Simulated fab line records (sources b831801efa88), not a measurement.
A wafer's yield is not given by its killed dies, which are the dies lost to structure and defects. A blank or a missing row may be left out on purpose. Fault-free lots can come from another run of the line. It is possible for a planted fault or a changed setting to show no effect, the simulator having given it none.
2 desks looking at one fault + flow sky130 + only its own numbers are on each desk; what lay behind them is given at the end

## AT THE TOOL OWNER'S DESK: hdpcvd-01
The tool's own readings at SKY_VIA3_HDPCVD_00 (deposits SiO2, target thk 1635 nm, time 272.5 s): means of the sampled wafers that have a number, for each lot that ran on this tool. Any lot whose mean is over 4 standard deviations away from the usual mean is out of limits and marked OUT; that distance is given in the brackets.
Columns: A = sih4FlowSccm at SKY_VIA3_HDPCVD_00, usual 60.05 sccm
| lot  | first seen here | A               |
|------|-----------------|-----------------|
| L771 | day 38 13:04    | 60.16           |
| L772 | day 39 06:11    | 60.01           |
| L773 | day 39 11:28    | 60.13           |
| L775 | day 39 19:40    | 60.09           |
| L776 | day 40 06:46    | 60.31           |
| L788 | day 43 13:09    | 63.96 (+21) OUT |
| L789 | day 43 17:25    | 68.11 (+42) OUT |
This desk's verdict: out of limits on L788, L789, starting with L788 at day 43 13:09 (sih4FlowSccm at SKY_VIA3_HDPCVD_00). L771, L772, L773, L775, L776: within limits.

## FROM THE METROLOGY DESK
What the gauges read for every lot (on any tool): the sampled wafers with a number, averaged. Any lot whose mean is over 4 standard deviations away from the usual mean is out of limits and marked OUT; that distance is given in the brackets.
Columns: A = VIA3_HDPCVD_THK at SKY_VIA3_THK_MEAS_01, usual 1648 nm
| lot  | first seen here | A               |
|------|-----------------|-----------------|
| L771 | day 38 13:14    | 1626            |
| L772 | day 39 06:17    | 1654            |
| L773 | day 39 11:38    | 1638            |
| L775 | day 39 19:50    | 1650            |
| L776 | day 40 06:56    | 1630            |
| L783 | day 41 23:04    | 1654            |
| L788 | day 43 13:20    | 1755 (+6.3) OUT |
| L789 | day 43 17:36    | 1873 (+13) OUT  |
| L790 | day 43 20:34    | 1652            |
| L791 | day 44 06:52    | 1650            |
| L793 | day 44 17:56    | 1660            |
Finding of this desk: L788, L789 out of limits, first seen on L788 at day 43 13:20 (VIA3_HDPCVD_THK at SKY_VIA3_THK_MEAS_01). L771, L772, L773, L775, L776, L783, L790, L791, L793: within limits.

## PUT TOGETHER
An alarm could have come from the tool owner's desk at day 43 13:09, on L788, L789.
On L788, L789, the metrology desk was in a position to raise an alarm at day 43 13:20.
SKY_VIA3_HDPCVD_00 was run on hdpcvd-01 by each of the lots named.

## WHAT WAS PUT IN BY THE SIMULATOR
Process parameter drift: hdpcvd-01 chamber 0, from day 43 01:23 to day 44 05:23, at SKY_VIA3_HDPCVD_00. Setting sih4FlowSccm, moved by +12, from 60. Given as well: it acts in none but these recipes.
Struck lots among those shown: L788, L789.
Delay (hours) between the fault's onset and each desk's first out-of-limits reading: 12 at the tool owner's desk, 12 at the metrology desk.
